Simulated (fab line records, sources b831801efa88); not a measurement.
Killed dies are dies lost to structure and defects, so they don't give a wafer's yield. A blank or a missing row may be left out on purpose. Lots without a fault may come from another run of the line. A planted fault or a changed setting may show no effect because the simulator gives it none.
Which tool did it? | flow gf180mcu | 14 lots, 42 wafers sampled, at 3 steps of a route of 602

WHAT THE GAUGES READ, wafer by wafer
GF_TOP_METAL_OVL_MEAS_15. Usual: TOP_METAL_OVL -0.1 nm, standard deviation 1.3.
lot  | measured     | on         | TOP_METAL_OVL (nm) | flag
L120 | day 30 08:28 | overlay-01 | 0.8 0.5 1.7        |
L121 | day 30 19:29 | overlay-01 | -0.2 0.2 1.1       |
L122 | day 30 21:17 | overlay-01 | 1.8 1.0 2.5        |
L124 | day 31 18:11 | overlay-02 | -0.5 0.2 0.7       |
L125 | day 32 02:14 | overlay-01 | 0.5 -1.0 -0.4      |
L126 | day 32 05:10 | overlay-02 | 1.5 -0.9 -0.3      |
L127 | day 32 10:34 | overlay-02 | -0.6 0.3 -0.5      |
L128 | day 32 15:10 | overlay-02 | 2.5 -2.3 0.2       |
L132 | day 33 14:28 | overlay-01 | 0.8 0.2 -1.3       |
L133 | day 33 19:38 | overlay-02 | 1.2 1.1 1.9        |
L136 | day 34 12:34 | overlay-02 | -0.6 -2.6 -3.1     |
L139 | day 35 02:43 | overlay-01 | -0.3 -0.7 0.1      |
L141 | day 35 12:04 | overlay-02 | -3.4 -1.4 -2.0     |
L143 | day 35 18:38 | overlay-01 | 0.1 0.0 0.4        |

WHICH TOOL RAN EACH LOT (tool, then ch and the chambers of the sampled wafers, then the start)
lot  | GF_V3_CVD_02                    | GF_TOP_METAL_SPUTTER_03
L120 | pecvd-03 ch 0,1, day 23 13:44   | pvd_sputter-03, day 29 12:02
L121 | pecvd-03 ch 0,1,2, day 24 02:05 | pvd_sputter-04, day 29 23:09
L122 | pecvd-04 ch 0,1,2, day 24 05:28 | pvd_sputter-03, day 30 01:14
L124 | pecvd-02 ch 1,2, day 25 04:36   | pvd_sputter-04, day 30 22:54
L125 | pecvd-04 ch 0,2, day 25 16:30   | pvd_sputter-01, day 31 07:10
L126 | pecvd-03 ch 1,2, day 25 18:14   | pvd_sputter-01, day 31 10:34
L127 | pecvd-04 ch 0,1,2, day 26 00:14 | pvd_sputter-03, day 31 16:37
L128 | pecvd-02 ch 0,1,2, day 26 08:30 | pvd_sputter-03, day 31 20:55
L132 | pecvd-04 ch 0,1, day 27 13:23   | pvd_sputter-03, day 32 21:12
L133 | pecvd-02 ch 0,2, day 27 18:17   | pvd_sputter-04, day 33 02:19
L136 | pecvd-02 ch 0,1,2, day 28 14:40 | pvd_sputter-04, day 33 19:25
L139 | pecvd-03 ch 0,1,2, day 29 07:51 | pvd_sputter-01, day 34 09:57
L141 | pecvd-03 ch 0,2, day 29 20:32   | pvd_sputter-01, day 34 20:10
L143 | pecvd-04 ch 0,2, day 30 04:28   | pvd_sputter-01, day 35 02:52
- GF_V3_CVD_02: deposits SiO2 from TEOS, target thk 850 nm, time 94.851 s.
- GF_TOP_METAL_SPUTTER_03: material Ti, target thk 5 nm, time 3.3 s.

WHAT THE TOOLS THEMSELVES READ (means of the sampled wafers that have a number; where no wafer has one, the mark that the record gives instead)
GF_V3_CVD_02. Usual: heater_power_w 715 W, standard deviation 86.
lot  | tool     | heater_power_w (W) | flag
L120 | pecvd-03 | 676                |
L121 | pecvd-03 | 713                |
L122 | pecvd-04 | 738                |
L124 | pecvd-02 | 679                |
L125 | pecvd-04 | 684                |
L126 | pecvd-03 | 772                |
L127 | pecvd-04 | 710                |
L128 | pecvd-02 | 718                |
L132 | pecvd-04 | 771                |
L133 | pecvd-02 | 671                |
L136 | pecvd-02 | 699                |
L139 | pecvd-03 | 737                |
L141 | pecvd-03 | 621                |
L143 | pecvd-04 | 678                |

GF_TOP_METAL_SPUTTER_03. Usual: cathode_dc_power_W 2999.9 W, standard deviation 0.49; throttle_valve_pct 29.8 %, standard deviation 1.2.
lot  | tool           | cathode_dc_power_W (W) | throttle_valve_pct (%) | flag
L120 | pvd_sputter-03 | 3000.3                 | 29.0                   |
L121 | pvd_sputter-04 | 3000.4                 | 30.8                   |
L122 | pvd_sputter-03 | 2999.6                 | 29.6                   |
L124 | pvd_sputter-04 | 3000.0                 | 30.0                   |
L125 | pvd_sputter-01 | 2999.6                 | 30.5                   |
L126 | pvd_sputter-01 | 2999.6                 | 29.9                   |
L127 | pvd_sputter-03 | 3000.0                 | 28.9                   |
L128 | pvd_sputter-03 | 2999.7                 | 29.0                   |
L132 | pvd_sputter-03 | 3000.1                 | 29.7                   |
L133 | pvd_sputter-04 | 3000.2                 | 30.1                   |
L136 | pvd_sputter-04 | 2999.7                 | 28.9                   |
L139 | pvd_sputter-01 | 3000.5                 | 29.4                   |
L141 | pvd_sputter-01 | 3000.0                 | 30.0                   |
L143 | pvd_sputter-01 | 3000.3                 | 29.9                   |

THE ANSWER, worked out from the rows above alone
Rule: a lot is off if the mean of its wafers that have a number lies more than 3 standard deviations from the usual mean. A lot without any number at a reading at which 4 lots or more have one is off too. The other lots that the step has rows for count as sound. The gauges are gone through in route order, then the tools' own readings, and for those a lot's mean is taken as printed above. The first step at which some lot is off is used, and at that step the reading that is off furthest; a lot without a number counts as furthest.
No lot is off at any reading shown: from this, nothing can be told.

WHAT THE SIMULATOR HAD PUT IN
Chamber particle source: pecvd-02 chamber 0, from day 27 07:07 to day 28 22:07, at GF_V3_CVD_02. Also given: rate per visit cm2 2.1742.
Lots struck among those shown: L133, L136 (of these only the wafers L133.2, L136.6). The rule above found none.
